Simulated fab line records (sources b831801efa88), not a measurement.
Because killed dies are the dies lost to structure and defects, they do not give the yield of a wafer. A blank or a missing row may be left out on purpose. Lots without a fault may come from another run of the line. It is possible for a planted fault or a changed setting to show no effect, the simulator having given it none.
What tool caused it? || flow sky130 || Sampling: 11 lots, 33 wafers, 2 of 708 route steps

## WHAT EACH GAUGE READ, for each wafer
SKY_SD_P_TW_MEAS_11. Usual: SD_P_TW 2848, standard deviation 17.
{"lot": "L318", "measured": "day 25 15:25", "on": "film-metro-02", "SD_P_TW": "2846 2849 2846", "flag": ""}
{"lot": "L319", "measured": "day 25 21:50", "on": "film-metro-04", "SD_P_TW": "2863 2869 2855", "flag": ""}
{"lot": "L320", "measured": "day 25 22:10", "on": "film-metro-01", "SD_P_TW": "2837 2854 2848", "flag": ""}
{"lot": "L321", "measured": "day 26 13:22", "on": "film-metro-01", "SD_P_TW": "2820 2826 2824", "flag": ""}
{"lot": "L324", "measured": "day 28 03:07", "on": "film-metro-02", "SD_P_TW": "2848 2855 2846", "flag": ""}
{"lot": "L322", "measured": "day 28 04:42", "on": "film-metro-02", "SD_P_TW": "2852 2852 2840", "flag": ""}
{"lot": "L325", "measured": "day 28 06:35", "on": "film-metro-02", "SD_P_TW": "2848 2860 2853", "flag": ""}
{"lot": "L328", "measured": "day 29 01:58", "on": "film-metro-04", "SD_P_TW": "2878 2883 2872", "flag": ""}
{"lot": "L329", "measured": "day 29 08:04", "on": "film-metro-01", "SD_P_TW": "2810 2836 2826", "flag": ""}
{"lot": "L333", "measured": "day 31 00:14", "on": "film-metro-04", "SD_P_TW": "2873 2879 2865", "flag": ""}
{"lot": "L334", "measured": "day 31 01:37", "on": "film-metro-04", "SD_P_TW": "2889 2871 2878", "flag": ""}

SKY_SD_N_OVL_MEAS_08. Usual: SD_N_OVL 0.4 nm, standard deviation 1.3.
{"lot": "L318", "measured": "day 28 00:23", "on": "overlay-01", "SD_N_OVL (nm)": "2.7 1.7 1.1", "flag": ""}
{"lot": "L319", "measured": "day 28 06:01", "on": "overlay-01", "SD_N_OVL (nm)": "-0.3 0.0 1.5", "flag": ""}
{"lot": "L320", "measured": "day 28 06:56", "on": "overlay-02", "SD_N_OVL (nm)": "-1.1 -2.0 -3.0", "flag": ""}
{"lot": "L321", "measured": "day 28 21:11", "on": "overlay-02", "SD_N_OVL (nm)": "0.6 -0.2 0.1", "flag": ""}
{"lot": "L324", "measured": "day 30 11:31", "on": "overlay-02", "SD_N_OVL (nm)": "-1.1 -0.9 -0.4", "flag": ""}
{"lot": "L322", "measured": "day 30 12:25", "on": "overlay-02", "SD_N_OVL (nm)": "1.0 -1.9 1.0", "flag": ""}
{"lot": "L325", "measured": "day 30 14:43", "on": "overlay-02", "SD_N_OVL (nm)": "1.1 -0.6 -1.9", "flag": ""}
{"lot": "L328", "measured": "day 31 08:46", "on": "overlay-01", "SD_N_OVL (nm)": "0.7 1.2 0.9", "flag": ""}
{"lot": "L329", "measured": "day 31 14:56", "on": "overlay-01", "SD_N_OVL (nm)": "1.8 1.8 1.8", "flag": ""}
{"lot": "L333", "measured": "day 33 06:28", "on": "overlay-01", "SD_N_OVL (nm)": "0.1 0.2 1.5", "flag": ""}
{"lot": "L334", "measured": "day 33 08:01", "on": "overlay-02", "SD_N_OVL (nm)": "1.1 1.3 1.8", "flag": ""}

## TOOL THAT RAN EACH LOT (tool first, then ch and the chambers of the sampled wafers, then the start)
No process step before these readings appears in the record.

## AS READ BY THE TOOLS THEMSELVES (means over the sampled wafers that have a number; for cases with no such wafer, the mark the record gives instead)
The record holds no such reading with a usual standard deviation.

## THE ANSWER, worked out from the rows above alone
Rule: take the mean of a lot's wafers that have a number; if it is more than 3 standard deviations from the usual mean, the lot is off. A lot without any number at a reading at which 4 lots or more have one is off too. Any other lot the step has rows for is counted as sound. Order of review: gauges by route order, followed by the tools' own readings, for which a lot's mean as printed above is used. At the first step where some lot is off, the reading lying furthest off is the one used; lots without a number count as furthest.
None of the lots is off at any reading shown; this tells nothing.

## WHAT THE SIMULATOR HAD INSERTED
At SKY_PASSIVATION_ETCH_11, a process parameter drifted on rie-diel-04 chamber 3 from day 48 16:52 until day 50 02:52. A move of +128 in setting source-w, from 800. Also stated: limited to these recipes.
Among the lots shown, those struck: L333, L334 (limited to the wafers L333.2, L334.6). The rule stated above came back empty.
